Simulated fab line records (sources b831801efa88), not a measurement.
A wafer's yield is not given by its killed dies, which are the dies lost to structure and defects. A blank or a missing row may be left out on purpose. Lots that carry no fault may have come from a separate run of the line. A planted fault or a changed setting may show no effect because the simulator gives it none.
Which tool is to blame? + flow sky130 + 12 lots with 35 wafers sampled at 3 steps, on a route of 708 steps

## WHAT EACH GAUGE READ, for each wafer
SKY_METAL1_RS_MEAS_05: measurement is done with a four-point probe.
| lot  | measured     | on            | METAL1_ALCU_RS (ohm/sq) |
|------|--------------|---------------|-------------------------|
| L715 | day 31 17:42 | film-metro-02 | 0.1256 0.1265 0.1283    |
| L717 | day 32 06:43 | film-metro-02 | 0.1250 0.1259 0.1249    |
| L719 | day 32 23:53 | film-metro-04 | 0.1263 0.1262 0.1260    |
| L722 | day 34 10:13 | film-metro-04 | 0.1274 0.1276 0.1270    |
| L721 | day 34 14:02 | film-metro-03 | 0.1250 0.1249 0.1265    |
| L726 | day 35 08:35 | film-metro-04 | 0.1264 0.1263           |
| L732 | day 37 15:45 | film-metro-02 | 0.1270 0.1265 0.1261    |
| L734 | day 37 22:58 | film-metro-02 | 0.1255 0.1263 0.1260    |
| L733 | day 38 03:13 | film-metro-04 | 0.1298 0.1269 0.1281    |
| L735 | day 38 04:44 | film-metro-04 | 0.1265 0.1272 0.1286    |
| L736 | day 38 09:12 | film-metro-03 | 0.1265 0.1262 0.1260    |
| L738 | day 38 21:04 | film-metro-04 | 0.1292 0.1278 0.1291    |

SKY_VIA1_BOW_MEAS_03.
| lot  | measured     | on            | VIA1_BOW (um) |
|------|--------------|---------------|---------------|
| L715 | day 32 22:05 | film-metro-04 | 73 68 64      |
| L717 | day 33 10:44 | film-metro-03 | 80 86 87      |
| L719 | day 34 04:11 | film-metro-01 | 80 83 76      |
| L722 | day 35 14:48 | film-metro-04 | 82 78 81      |
| L721 | day 35 18:08 | film-metro-04 | 72 82 75      |
| L726 | day 36 12:08 | film-metro-03 | 66 86         |
| L732 | day 38 18:29 | film-metro-01 | 78 79 77      |
| L734 | day 39 02:16 | film-metro-01 | 76 68 75      |
| L733 | day 39 06:17 | film-metro-01 | 83 81 82      |
| L735 | day 39 08:07 | film-metro-04 | 95 72 89      |
| L736 | day 39 12:20 | film-metro-04 | 83 84 79      |
| L738 | day 39 23:37 | film-metro-03 | 75 90 93      |

## TOOL THAT RAN EACH LOT (tool first, then ch and the chambers of the sampled wafers, then the start)
| lot  | SKY_METAL1_SPUTTER_03        |
|------|------------------------------|
| L715 | pvd-sputter-02, day 31 17:34 |
| L717 | pvd-sputter-03, day 32 06:39 |
| L719 | pvd-sputter-03, day 32 23:47 |
| L722 | pvd-sputter-02, day 34 10:05 |
| L721 | pvd-sputter-04, day 34 13:58 |
| L726 | pvd-sputter-04, day 35 08:28 |
| L732 | pvd-sputter-04, day 37 15:41 |
| L734 | pvd-sputter-02, day 37 22:55 |
| L733 | pvd-sputter-04, day 38 03:06 |
| L735 | pvd-sputter-04, day 38 04:38 |
| L736 | pvd-sputter-02, day 38 09:04 |
| L738 | pvd-sputter-04, day 38 20:59 |
- SKY_METAL1_SPUTTER_03: material Ti, target thk 5 nm, time 3.3 s.

## WHAT THE TOOLS THEMSELVES READ (means of the sampled wafers that have a number; where no wafer has one, the mark that the record gives instead)
SKY_METAL1_SPUTTER_03.
| lot  | tool           | throttle-valve-pct (%) |
|------|----------------|------------------------|
| L715 | pvd-sputter-02 | 29.7                   |
| L717 | pvd-sputter-03 | 30.2                   |
| L719 | pvd-sputter-03 | 30.7                   |
| L722 | pvd-sputter-02 | 29.7                   |
| L721 | pvd-sputter-04 | 30.2                   |
| L726 | pvd-sputter-04 | 30.8                   |
| L732 | pvd-sputter-04 | 30.2                   |
| L734 | pvd-sputter-02 | 29.8                   |
| L733 | pvd-sputter-04 | 30.1                   |
| L735 | pvd-sputter-04 | 30.2                   |
| L736 | pvd-sputter-02 | 30.1                   |
| L738 | pvd-sputter-04 | 30.1                   |

## THE ANSWER, worked out from the rows above alone
Rule: usual is defined by the lots themselves. Put in order of their means at a reading, lots are off if they are a third of the lots or fewer, leave a main group of 4 or more, and stand apart from it by a gap of 3 or more times the standard deviation of the main group's means; of several such gaps the widest counts. A main group is skipped when, at the precision printed for the reading in the tables above, its means are all equal. A lot without any number at a reading at which 4 lots or more have one is off too. All remaining lots with rows at the step are treated as sound. Order of review: gauges by route order, followed by the tools' own readings, for which a lot's mean as printed above is used. At the first step where some lot is off, the reading lying furthest off is the one used; lots without a number count as furthest.
No lot is off on any of the readings shown, so nothing can be concluded from this.

## WHAT THE SIMULATOR HAD PUT IN
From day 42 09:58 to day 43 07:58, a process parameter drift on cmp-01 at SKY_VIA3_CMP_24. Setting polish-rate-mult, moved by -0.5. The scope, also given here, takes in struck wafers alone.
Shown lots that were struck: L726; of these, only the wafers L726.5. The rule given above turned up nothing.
